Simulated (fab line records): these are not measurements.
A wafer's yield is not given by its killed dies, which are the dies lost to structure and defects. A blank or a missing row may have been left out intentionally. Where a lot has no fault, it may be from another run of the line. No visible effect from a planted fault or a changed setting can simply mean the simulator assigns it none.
Chamber matching / flow gf180mcu / 4 sister chambers for GF_V4_CMP_04 on cmp-02
The step polishes SiO2. 30 wafers are shown with their chamber, then 12 later ones without.

== WAFERS, EACH WITH ITS CHAMBER ==
wafer=L077.1; chamber=0; motor_current_A (A)=13.1; time_to_endpoint_s (s)=76
wafer=L077.2; chamber=2; motor_current_A (A)=11.6; time_to_endpoint_s (s)=83
wafer=L077.3; chamber=3; motor_current_A (A)=12.1; time_to_endpoint_s (s)=78
wafer=L079.1; chamber=2; motor_current_A (A)=10.9; time_to_endpoint_s (s)=74
wafer=L079.3; chamber=1; motor_current_A (A)=11.8; time_to_endpoint_s (s)=77
wafer=L079.6; chamber=0; motor_current_A (A)=14.3; time_to_endpoint_s (s)=80
wafer=L081.3; chamber=2; motor_current_A (A)=10.9; time_to_endpoint_s (s)=82
wafer=L081.4; chamber=3; motor_current_A (A)=11.7; time_to_endpoint_s (s)=82
wafer=L081.5; chamber=1; motor_current_A (A)=11.8; time_to_endpoint_s (s)=86
wafer=L083.3; chamber=1; motor_current_A (A)=12.0; time_to_endpoint_s (s)=84
wafer=L083.4; chamber=2; motor_current_A (A)=10.6; time_to_endpoint_s (s)=81
wafer=L083.5; chamber=2; motor_current_A (A)=10.6; time_to_endpoint_s (s)=80
wafer=L084.2; chamber=1; motor_current_A (A)=11.9; time_to_endpoint_s (s)=83
wafer=L084.5; chamber=1; motor_current_A (A)=12.0; time_to_endpoint_s (s)=87
wafer=L084.6; chamber=2; motor_current_A (A)=11.2; time_to_endpoint_s (s)=89
wafer=L085.2; chamber=0; motor_current_A (A)=13.1; time_to_endpoint_s (s)=86
wafer=L085.5; chamber=1; motor_current_A (A)=11.5; time_to_endpoint_s (s)=88
wafer=L085.6; chamber=2; motor_current_A (A)=11.6; time_to_endpoint_s (s)=81
wafer=L086.3; chamber=2; motor_current_A (A)=11.1; time_to_endpoint_s (s)=77
wafer=L086.4; chamber=3; motor_current_A (A)=12.4; time_to_endpoint_s (s)=77
wafer=L086.5; chamber=0; motor_current_A (A)=13.3; time_to_endpoint_s (s)=81
wafer=L088.2; chamber=0; motor_current_A (A)=12.9; time_to_endpoint_s (s)=84
wafer=L088.3; chamber=2; motor_current_A (A)=10.6; time_to_endpoint_s (s)=74
wafer=L088.5; chamber=1; motor_current_A (A)=11.4; time_to_endpoint_s (s)=89
wafer=L089.1; chamber=3; motor_current_A (A)=12.6; time_to_endpoint_s (s)=74
wafer=L089.2; chamber=0; motor_current_A (A)=13.2; time_to_endpoint_s (s)=76
wafer=L089.4; chamber=2; motor_current_A (A)=11.3; time_to_endpoint_s (s)=80
wafer=L090.1; chamber=1; motor_current_A (A)=11.8; time_to_endpoint_s (s)=89
wafer=L090.5; chamber=2; motor_current_A (A)=10.2; time_to_endpoint_s (s)=87
wafer=L090.6; chamber=3; motor_current_A (A)=12.3; time_to_endpoint_s (s)=86

SIGNATURES, as means of the wafers listed above
reading=motor_current_A; chamber 0=13.317; chamber 1=11.775; chamber 2=10.964; chamber 3=12.220; scatter within a chamber=0.394
reading=time_to_endpoint_s; chamber 0=80.50; chamber 1=85.38; chamber 2=80.73; chamber 3=79.40; scatter within a chamber=4.41
Rule: a wafer's distance from a chamber is the root of the sum, over the readings, of the square of ((its reading less the chamber's mean) divided by the reading's scatter). The wafer belongs to the nearest chamber; if the next one is less than 2 further off, it can't be placed. How the scatter is found: for the shown wafers, subtract from each reading the mean of its chamber, square and add these, divide the total by (wafers less chambers), then take the root.

== WAFERS WITHOUT THEIR CHAMBER ==
wafer=L091.1; motor_current_A (A)=12.1; time_to_endpoint_s (s)=80
wafer=L091.4; motor_current_A (A)=11.8; time_to_endpoint_s (s)=90
wafer=L091.6; motor_current_A (A)=10.7; time_to_endpoint_s (s)=83
wafer=L092.2; motor_current_A (A)=11.6; time_to_endpoint_s (s)=88
wafer=L092.5; motor_current_A (A)=13.2; time_to_endpoint_s (s)=89
wafer=L092.6; motor_current_A (A)=11.6; time_to_endpoint_s (s)=92
wafer=L093.1; motor_current_A (A)=13.6; time_to_endpoint_s (s)=82
wafer=L093.3; motor_current_A (A)=10.3; time_to_endpoint_s (s)=87
wafer=L093.4; motor_current_A (A)=11.7; time_to_endpoint_s (s)=97
wafer=L095.2; motor_current_A (A)=11.5; time_to_endpoint_s (s)=85
wafer=L095.3; motor_current_A (A)=12.6; time_to_endpoint_s (s)=75
wafer=L095.5; motor_current_A (A)=12.2; time_to_endpoint_s (s)=81

== THE CHAMBER EACH PASSED THROUGH ==
wafer=L091.1; from the rows above=can't be placed: 3 or 1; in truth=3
wafer=L091.4; from the rows above=can't be placed: 1 or 3 or 2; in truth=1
wafer=L091.6; from the rows above=can't be placed: 2 or 1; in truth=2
wafer=L092.2; from the rows above=can't be placed: 1 or 2 or 3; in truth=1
wafer=L092.5; from the rows above=can't be placed: 0 or 3 or 1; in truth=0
wafer=L092.6; from the rows above=can't be placed: 1 or 2 or 3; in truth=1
wafer=L093.1; from the rows above=0; in truth=0
wafer=L093.3; from the rows above=can't be placed: 2 or 1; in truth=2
wafer=L093.4; from the rows above=can't be placed: 1 or 2 or 3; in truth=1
wafer=L095.2; from the rows above=can't be placed: 1 or 2 or 3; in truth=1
wafer=L095.3; from the rows above=can't be placed: 3 or 0 or 1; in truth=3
wafer=L095.5; from the rows above=can't be placed: 3 or 1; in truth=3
Placed correctly: 1 of 12. Not placeable from these rows: 11 (in 11, the candidates include the true chamber). Placed wrongly: 0.
